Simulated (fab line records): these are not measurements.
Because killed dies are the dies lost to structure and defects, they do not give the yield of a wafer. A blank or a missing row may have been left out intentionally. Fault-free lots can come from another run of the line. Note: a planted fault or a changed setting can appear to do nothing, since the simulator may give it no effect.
Matching of chambers || flow sky130 || SKY_FIELD_ISO_CMP_27 on cmp-01: 4 sister chambers
The step polishes, stops on Si3N4, t overpolish 16 s, target thk 457.8 nm. 4 wafers are shown with their chamber, then 7 later ones without.

WAFERS WITH THEIR CHAMBER
{"wafer": "L414.1", "chamber": 2, "motor current A (A)": 13.1}
{"wafer": "L418.2", "chamber": 0, "motor current A (A)": 10.7}
{"wafer": "L425.1", "chamber": 1, "motor current A (A)": 11.9}
{"wafer": "L425.2", "chamber": 3, "motor current A (A)": 9.8}

WAFERS WITH NO CHAMBER GIVEN
{"wafer": "L425.5", "motor current A (A)": 12.0}
{"wafer": "L426.1", "motor current A (A)": 11.0}
{"wafer": "L426.2", "motor current A (A)": 13.6}
{"wafer": "L426.3", "motor current A (A)": 10.4}
{"wafer": "L428.2", "motor current A (A)": 10.6}
{"wafer": "L428.3", "motor current A (A)": 12.8}
{"wafer": "L428.6", "motor current A (A)": 12.1}

WHICH CHAMBER EACH WENT THROUGH
{"wafer": "L425.5", "from the rows above": 1, "in truth": 1}
{"wafer": "L426.1", "from the rows above": 0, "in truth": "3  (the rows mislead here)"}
{"wafer": "L426.2", "from the rows above": 2, "in truth": 2}
{"wafer": "L426.3", "from the rows above": "can't be placed: 0 or 3", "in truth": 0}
{"wafer": "L428.2", "from the rows above": 0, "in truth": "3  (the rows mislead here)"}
{"wafer": "L428.3", "from the rows above": 2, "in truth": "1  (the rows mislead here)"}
{"wafer": "L428.6", "from the rows above": 1, "in truth": 1}
Placed correctly: 3 of 7. From these rows, 1 cannot be placed; in 1 the true chamber is one of the candidates. Placed wrongly: 3.
How it was worked out, from the rows above alone: a wafer's distance from a chamber is the root of the sum, over the readings, of the square of ((its reading less the chamber's mean) divided by the reading's scatter). The wafer belongs to the nearest chamber; if the next one is less than 2 further off, it can't be placed. The mean given for a chamber averages the wafers shown for that chamber. The scatter: with one shown wafer a chamber, the root of the mean of the squares of how far each hidden wafer lies from its nearest shown one.
